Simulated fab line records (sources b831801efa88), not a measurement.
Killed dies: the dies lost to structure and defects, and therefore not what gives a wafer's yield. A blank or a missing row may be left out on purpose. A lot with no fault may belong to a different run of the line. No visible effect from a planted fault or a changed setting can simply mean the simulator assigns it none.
Which tool did it? ; flow gf180mcu ; 36 wafers from 12 lots sampled at 5 of the route's 602 steps

## WHAT EACH GAUGE READ, for each wafer
GF_M3_RS_MEAS_05: the measuring method here is four-point-probe. Usual: M3_ALCU_RS typically reads 0.0700 ohm/sq, with standard deviation 0.00066.
lot;measured;on;M3_ALCU_RS (ohm/sq);flag
L277;day 20 08:28;film metro-02;0.0703 0.0701 0.0696;
L278;day 20 23:50;film metro-04;0.0702 0.0698 0.0708;
L279;day 21 08:55;film metro-01;0.0707 0.0706 0.0712;
L280;day 21 17:59;film metro-04;0.0701 0.0693 0.0693;
L283;day 22 18:53;film metro-02;0.0707 0.0699 0.0715;
L289;day 24 22:38;film metro-04;0.0687 0.0696 0.0694;
L293;day 25 23:25;film metro-02;0.0689 0.0689 0.0695;
L295;day 26 14:52;film metro-02;0.0698 0.0695 0.0694;
L296;day 27 04:42;film metro-01;0.0715 0.0710 0.0712;
L297;day 27 07:49;film metro-02;0.0714 0.0715 0.0707;
L299;day 27 22:56;film metro-02;0.0706 0.0699 0.0699;
L300;day 28 02:44;film metro-04;0.0703 0.0698 0.0693;

GF_V3_THK_MEAS_01. Usual: V3_CVD_00_THK typically reads 601 nm, with standard deviation 6.6.
lot;measured;on;V3_CVD_00_THK (nm);flag
L277;day 21 09:21;film metro-03;606 610 612;
L278;day 21 23:49;film metro-04;595 591 585;
L279;day 22 09:02;film metro-03;595 600 594;
L280;day 22 17:53;film metro-02;594 601 598;
L283;day 23 18:40;film metro-04;603 595 596;
L289;day 25 20:25;film metro-04;592 606 609;
L293;day 26 21:23;film metro-03;491 497 487;OFF
L295;day 27 11:39;film metro-02;492 486 493;OFF
L296;day 28 00:43;film metro-02;608 603 605;
L297;day 28 04:28;film metro-02;590 605 606;
L299;day 28 19:41;film metro-02;596 595 604;
L300;day 28 23:17;film metro-02;605 606 600;

## WHICH TOOL RAN EACH LOT (tool, then ch and the chambers of the sampled wafers, then the start)
lot;GF_V2_ETCH_16;GF_M3_SPUTTER_01;GF_V3_CVD_00
L277;rie diel-01 ch 0,1,3, day 20 06:47;pvd sputter-04, day 20 08:21;hdpcvd-02 ch 1,2, day 21 09:16
L278;rie diel-04 ch 0,1,2, day 20 22:08;pvd sputter-04, day 20 23:41;hdpcvd-01 ch 0,1,2, day 21 23:44
L279;rie diel-03 ch 2,3, day 21 07:19;pvd sputter-04, day 21 08:47;hdpcvd-02 ch 0,1,2, day 22 08:57
L280;rie diel-01 ch 0,2,3, day 21 16:22;pvd sputter-02, day 21 17:49;hdpcvd-01 ch 1,2, day 22 17:47
L283;rie diel-03 ch 0,1,3, day 22 16:53;pvd sputter-03, day 22 18:45;hdpcvd-02 ch 0,1,2, day 23 18:35
L289;rie diel-03 ch 1,2,3, day 24 21:04;pvd sputter-04, day 24 22:31;hdpcvd-01 ch 0,1,2, day 25 20:20
L293;rie diel-03 ch 0,3, day 25 21:46;pvd sputter-03, day 25 23:14;hdpcvd-02 ch 0,1,2, day 26 21:20
L295;rie diel-03 ch 0,2,3, day 26 13:16;pvd sputter-04, day 26 14:45;hdpcvd-02 ch 0,1,2, day 27 11:35
L296;rie diel-01 ch 1,2,3, day 27 03:04;pvd sputter-03, day 27 04:32;hdpcvd-01 ch 0,1,2, day 28 00:38
L297;rie diel-04 ch 0,2,3, day 27 06:13;pvd sputter-02, day 27 07:40;hdpcvd-01 ch 1,2, day 28 04:23
L299;rie diel-03 ch 0,1,3, day 27 21:13;pvd sputter-04, day 27 22:49;hdpcvd-01 ch 1,2, day 28 19:37
L300;rie diel-04 ch 0,1,2, day 28 01:07;pvd sputter-04, day 28 02:35;hdpcvd-01 ch 0,1, day 28 23:12
- GF_V2_ETCH_16: etches BARC in N2/H2.
- GF_M3_SPUTTER_01: material TiN, target thk 30 nm, time 25 s.
- GF_V3_CVD_00: deposits SiO2, target thk 600 nm, time 100 s.

## AS READ BY THE TOOLS THEMSELVES (means over the sampled wafers that have a number; for cases with no such wafer, the mark the record gives instead)
GF_V2_ETCH_16. Usual: drypump motor current A 5.7 A, standard deviation 0.32; oes product au 0.855 a.u., standard deviation 0.0048; throttle valve pct 13.225 %, standard deviation 0.0082.
lot;tool;drypump motor current A (A);oes product au (a.u.);throttle valve pct (%);flag
L277;rie diel-01;6.0;0.850;13.228;
L278;rie diel-04;5.6;0.852;13.222;
L279;rie diel-03;5.9;0.858;13.228;
L280;rie diel-01;5.6;0.859;13.225;
L283;rie diel-03;5.7;0.848;13.227;
L289;rie diel-03;5.8;0.854;13.225;
L293;rie diel-03;5.8;0.860;13.224;
L295;rie diel-03;5.8;0.855;13.231;
L296;rie diel-01;5.8;0.856;13.231;
L297;rie diel-04;5.4;0.851;13.226;
L299;rie diel-03;5.8;0.854;13.228;
L300;rie diel-04;5.5;0.856;13.227;

GF_M3_SPUTTER_01. Usual: throttle valve pct at 29.8 %, with a standard deviation of 1.
lot;tool;throttle valve pct (%);flag
L277;pvd sputter-04;29.3;
L278;pvd sputter-04;31.3;
L279;pvd sputter-04;30.9;
L280;pvd sputter-02;29.8;
L283;pvd sputter-03;30.0;
L289;pvd sputter-04;30.6;
L293;pvd sputter-03;29.3;
L295;pvd sputter-04;29.4;
L296;pvd sputter-03;29.9;
L297;pvd sputter-02;30.3;
L299;pvd sputter-04;31.0;
L300;pvd sputter-04;30.0;

## THE ANSWER, worked out from the rows above alone
Rule: lot off if the mean of its wafers having a number is beyond 3 standard deviations from the usual mean. Also off: a lot with no number at a reading for which 4 or more lots have one. Any other lot the step has rows for is counted as sound. Order of review: gauges by route order, followed by the tools' own readings, for which a lot's mean as printed above is used. The first step at which some lot is off is used, and at that step the reading that is off furthest; a lot without a number counts as furthest.
Off: L293, L295, seen at GF_V3_THK_MEAS_01 (V3_CVD_00_THK).
If a tool, at a process step before that reading, ran all the lots that are off and no sound lot after the first of them, it fits. Those tools and the gauges at GF_V3_THK_MEAS_01 are tried in the same way. One fits: hdpcvd-02 at GF_V3_CVD_00. A fault onset in the window from L283 (day 23 18:35, its last sound lot) to L293 (day 26 21:20, its first lot off) fits.

## WHAT WAS PUT IN BY THE SIMULATOR
Site profile drift: hdpcvd-02, from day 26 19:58 on, at GF_V3_CVD_00. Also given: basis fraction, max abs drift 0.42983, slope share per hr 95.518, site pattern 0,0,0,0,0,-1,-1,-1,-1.
Struck lots among those shown: L293, L295. The rule above found the same.
